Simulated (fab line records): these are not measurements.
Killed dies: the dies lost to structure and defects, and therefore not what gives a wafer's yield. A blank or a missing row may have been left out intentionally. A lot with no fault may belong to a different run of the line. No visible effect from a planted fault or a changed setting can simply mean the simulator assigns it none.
Chamber matching    flow gf180mcu    pecvd-04 running GF_V5_CVD_02: 3 sister chambers
The step deposits SiO2 from TEOS, target thk 1450 nm, time 163.28 s. 14 wafers are shown with their chamber, then 7 later ones without.

WAFERS PAIRED WITH THEIR CHAMBERS
wafer   chamber  heaterPowerOuterW (W)  heaterPowerW (W)
L914.3  1        288                    572
L914.4  0        306                    561
L914.5  1        339                    652
L916.1  2        358                    568
L916.3  1        361                    668
L916.6  0        390                    657
L917.2  1        324                    625
L917.3  0        347                    603
L917.4  1        265                    535
L920.3  0        334                    572
L920.4  2        353                    576
L920.6  1        349                    659
L926.2  2        354                    583
L926.3  0        426                    694

SIGNATURES, as means of the wafers listed above
reading            chamber 0  chamber 1  chamber 2  scatter within a chamber
heaterPowerOuterW  360.60     321.00     355.00     38.1
heaterPowerW       617.40     618.50     575.67     49.9
Rule: a wafer lies at a distance from a chamber equal to the root of the sum of squares, over the readings, of (its reading less the chamber's mean, divided by the reading's scatter). The wafer belongs to the nearest chamber; if the next one is less than 2 further off, it can't be placed. The scatter: the root of (the sum of the squares of (reading less its chamber's mean) over the shown wafers, divided by (wafers less chambers)).

WAFERS WITHOUT THEIR CHAMBER
wafer   heaterPowerOuterW (W)  heaterPowerW (W)
L926.6  339                    631
L927.3  393                    652
L927.4  319                    559
L927.6  351                    653
L928.2  385                    653
L928.5  311                    552
L928.6  283                    478

WHICH CHAMBER EACH WENT THROUGH
wafer   from the rows above           in truth
L926.6  can't be placed: 1 or 0 or 2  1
L927.3  can't be placed: 0 or 2 or 1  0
L927.4  can't be placed: 2 or 1 or 0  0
L927.6  can't be placed: 0 or 1 or 2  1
L928.2  can't be placed: 0 or 2 or 1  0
L928.5  can't be placed: 2 or 1 or 0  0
L928.6  can't be placed: 2 or 1 or 0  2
Correctly placed: 0 of 7. From these rows, 7 cannot be placed; in 7 the true chamber is one of the candidates. Wrongly placed: 0.
